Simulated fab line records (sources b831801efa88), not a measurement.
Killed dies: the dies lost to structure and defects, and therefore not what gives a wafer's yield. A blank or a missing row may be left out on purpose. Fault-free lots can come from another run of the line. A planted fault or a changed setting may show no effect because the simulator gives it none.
Tool commonality check / flow sky130 / 42 wafers sampled across 11 lots

## REASON IT WAS OPENED
3 of 11 lots carry a flag on the reading CAPM_TIN_RS at SKY_CAPM_RS_MEAS_03. No-fault wafers: 6.93 ohm/sq, standard deviation 0.088.
Rule: a lot gets a flag if all its wafers with a number sit over 4 standard deviations from that mean, or if no wafer of it has a number. The other lots count as sound.

lot=L186; measured=day 36 16:30; on=film metro-04; CAPM_TIN_RS (ohm/sq), wafer by wafer=6.84 6.76 6.84; flag=
lot=L187; measured=day 37 05:10; on=film metro-03; CAPM_TIN_RS (ohm/sq), wafer by wafer=7.02 6.93 7.00; flag=
lot=L189; measured=day 37 08:41; on=film metro-03; CAPM_TIN_RS (ohm/sq), wafer by wafer=7.03 6.87 6.89; flag=
lot=L191; measured=day 37 23:11; on=film metro-01; CAPM_TIN_RS (ohm/sq), wafer by wafer=6.92 6.78 6.85; flag=
lot=L194; measured=day 38 22:15; on=film metro-03; CAPM_TIN_RS (ohm/sq), wafer by wafer=6.98 6.91 6.96; flag=
lot=L197; measured=day 40 02:27; on=film metro-03; CAPM_TIN_RS (ohm/sq), wafer by wafer=9.62 9.71 9.47 9.61 9.72 9.49; flag=FLAGGED
lot=L198; measured=day 40 07:13; on=film metro-03; CAPM_TIN_RS (ohm/sq), wafer by wafer=9.49 9.76 9.53 9.52 9.75 9.53; flag=FLAGGED
lot=L199; measured=day 40 11:59; on=film metro-03; CAPM_TIN_RS (ohm/sq), wafer by wafer=6.78 6.89 6.80; flag=
lot=L200; measured=day 40 15:00; on=film metro-03; CAPM_TIN_RS (ohm/sq), wafer by wafer=9.68 9.78 9.50 9.66 9.75 9.48; flag=FLAGGED
lot=L208; measured=day 43 01:30; on=film metro-01; CAPM_TIN_RS (ohm/sq), wafer by wafer=6.89 6.91 7.05; flag=
lot=L209; measured=day 43 02:47; on=film metro-03; CAPM_TIN_RS (ohm/sq), wafer by wafer=7.06 6.90 6.83; flag=
The numbers of the flagged lots are 9.61 ohm/sq on average: +2.68 ohm/sq against the usual, or +30 standard deviations.

## WHICH TOOL RAN EACH LOT
The record holds 1 process step before the reading, out of a route of 708 steps. Each cell gives the tool, then ch followed by the chambers the sampled wafers passed through, then the start.
lot=L186; flag=; SKY_CAPM_SPUTTER_02=pvd sputter-01, day 36 16:23
lot=L187; flag=; SKY_CAPM_SPUTTER_02=pvd sputter-04, day 37 05:01
lot=L189; flag=; SKY_CAPM_SPUTTER_02=pvd sputter-04, day 37 08:34
lot=L191; flag=; SKY_CAPM_SPUTTER_02=pvd sputter-02, day 37 23:02
lot=L194; flag=; SKY_CAPM_SPUTTER_02=pvd sputter-02, day 38 22:08
lot=L197; flag=FLAGGED; SKY_CAPM_SPUTTER_02=pvd sputter-02, day 40 02:18
lot=L198; flag=FLAGGED; SKY_CAPM_SPUTTER_02=pvd sputter-02, day 40 07:07
lot=L199; flag=; SKY_CAPM_SPUTTER_02=pvd sputter-01, day 40 11:51
lot=L200; flag=FLAGGED; SKY_CAPM_SPUTTER_02=pvd sputter-02, day 40 14:53
lot=L208; flag=; SKY_CAPM_SPUTTER_02=pvd sputter-04, day 43 01:20
lot=L209; flag=; SKY_CAPM_SPUTTER_02=pvd sputter-01, day 43 02:41
What the steps here do:
- SKY_CAPM_SPUTTER_02: material TiN, target thk 200 nm, time 166.7 s.
- SKY_CAPM_RS_MEAS_03: measures by four-point-probe.

## FLAGGED OVER TOTAL, TOOL BY TOOL (the gauges that took the reading come last)
step=SKY_CAPM_SPUTTER_02; tool=pvd sputter-01; lots run=3; flagged=0; share of the flagged lots=none; sound lots run after its first flagged lot=-
step=SKY_CAPM_SPUTTER_02; tool=pvd sputter-02; lots run=5; flagged=3; share of the flagged lots=all; sound lots run after its first flagged lot=0
step=SKY_CAPM_SPUTTER_02; tool=pvd sputter-04; lots run=3; flagged=0; share of the flagged lots=none; sound lots run after its first flagged lot=-
step=SKY_CAPM_RS_MEAS_03; tool=film metro-01; lots run=2; flagged=0; share of the flagged lots=none; sound lots run after its first flagged lot=-
step=SKY_CAPM_RS_MEAS_03; tool=film metro-03; lots run=8; flagged=3; share of the flagged lots=all; sound lots run after its first flagged lot=2 (L199,L209)
step=SKY_CAPM_RS_MEAS_03; tool=film metro-04; lots run=1; flagged=0; share of the flagged lots=none; sound lots run after its first flagged lot=-

## WHAT THE TABLE PERMITS
Every flagged lot went through 2 rows of the table: pvd sputter-02 at SKY_CAPM_SPUTTER_02 and film metro-03 at SKY_CAPM_RS_MEAS_03.
- pvd sputter-02 at SKY_CAPM_SPUTTER_02 ran 5 lots, 3 of them flagged. Its last sound lot is L194 (day 38 22:08), its first flagged lot L197 (day 40 02:18): a fault that began between those two fits.
- film metro-03 at SKY_CAPM_RS_MEAS_03 ran 8 lots, 3 of them flagged. Lots that were sound ran on it after the first flagged one (L199, L209); a persistent fault on the entire tool would not allow that.
What remains is a single tool, pvd sputter-02 at SKY_CAPM_SPUTTER_02.

## WHAT WAS PUT IN BY THE SIMULATOR
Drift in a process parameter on pvd sputter-02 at SKY_CAPM_SPUTTER_02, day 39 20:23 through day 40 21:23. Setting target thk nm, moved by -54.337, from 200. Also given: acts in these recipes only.
Struck lots among those shown: L197, L198, L200. The rule above found the same.
